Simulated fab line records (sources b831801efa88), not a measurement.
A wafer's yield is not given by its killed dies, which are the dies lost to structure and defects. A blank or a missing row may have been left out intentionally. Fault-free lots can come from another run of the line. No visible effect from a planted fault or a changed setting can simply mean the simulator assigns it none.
One fault through the eyes of 2 desks || flow gf180mcu || numbers are kept per desk, each desk with only its own; the story behind them comes last

## DESK OF THE TOOL OWNER: pecvd-02
The tool's own readings at GF_MIM_CVD_05 (deposits Si3N4, target thk 42 nm, time 29.086 s): means of the sampled wafers that have a number, for each lot that ran on this tool. If a lot's mean is further than 4 standard deviations from the usual mean, the lot is out of limits and carries the mark OUT (the distance appears in the brackets).
Columns: A = heaterPowerW at GF_MIM_CVD_05, usual 688 W
{"lot": "L673", "first seen here": "day 24 19:19", "A": 593}
{"lot": "L677", "first seen here": "day 26 00:11", "A": 550}
{"lot": "L679", "first seen here": "day 26 15:13", "A": 590}
{"lot": "L681", "first seen here": "day 27 03:31", "A": 592}
{"lot": "L683", "first seen here": "day 27 18:58", "A": 612}
This desk's verdict: no lot among the 5 shows anything out of limits.

## AT THE METROLOGY DESK
What the gauges read, lot by lot, whatever tool the lot ran on: means of the sampled wafers that have a number. If a lot's mean is further than 4 standard deviations from the usual mean, the lot is out of limits and carries the mark OUT (the distance appears in the brackets).
Columns: A = MIM_CVD_05_THK at GF_MIM_THK_MEAS_06, usual 41.9 nm; B = MIM_ALCU_RS at GF_MIM_RS_MEAS_10, usual 0.1601 ohm/sq
{"lot": "L673", "first seen here": "day 24 19:21", "A": 42.3, "B": 0.1580}
{"lot": "L675", "first seen here": "day 25 08:22", "A": 42.2, "B": 0.1610}
{"lot": "L676", "first seen here": "day 25 19:23", "A": 42.1, "B": 0.1579}
{"lot": "L677", "first seen here": "day 26 00:14", "A": 41.1, "B": 0.1582}
{"lot": "L679", "first seen here": "day 26 15:14", "A": 41.5, "B": 0.1631}
{"lot": "L681", "first seen here": "day 27 03:34", "A": "31.8 (-16) OUT", "B": 0.1604}
{"lot": "L683", "first seen here": "day 27 19:00", "A": "38.1 (-6.2) OUT", "B": 0.1590}
{"lot": "L685", "first seen here": "day 28 08:38", "A": 42.5, "B": 0.1620}
{"lot": "L690", "first seen here": "day 29 20:44", "A": 42.0, "B": 0.1603}
{"lot": "L691", "first seen here": "day 30 06:53", "A": 42.4, "B": 0.1624}
{"lot": "L692", "first seen here": "day 30 09:06", "A": 42.2, "B": 0.1598}
{"lot": "L693", "first seen here": "day 30 15:25", "A": 42.3, "B": 0.1603}
{"lot": "L694", "first seen here": "day 31 00:44", "A": 41.8, "B": 0.1595}
This desk finds L681, L683 out of limits, with the earliest case on L681 at day 27 03:34 (MIM_CVD_05_THK at GF_MIM_THK_MEAS_06). L673, L675, L676, L677, L679, L685, L690, L691, L692, L693, L694: within limits.

## ALL TOGETHER
An alarm was possible from the metrology desk at day 27 03:34, on L681, L683.
Nothing out of limits was seen by the tool owner's desk.
Tool owner's desk: L681, L683 on record, inside its limits.
All the named lots went through GF_MIM_CVD_05 on pecvd-02.

## WHAT WAS PUT IN BY THE SIMULATOR
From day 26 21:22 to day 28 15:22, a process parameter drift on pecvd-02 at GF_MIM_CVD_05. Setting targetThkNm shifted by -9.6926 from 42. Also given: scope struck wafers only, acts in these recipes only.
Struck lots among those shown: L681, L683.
Per desk, hours elapsed from the start of the fault to the first reading out of limits: for the metrology desk, 6.
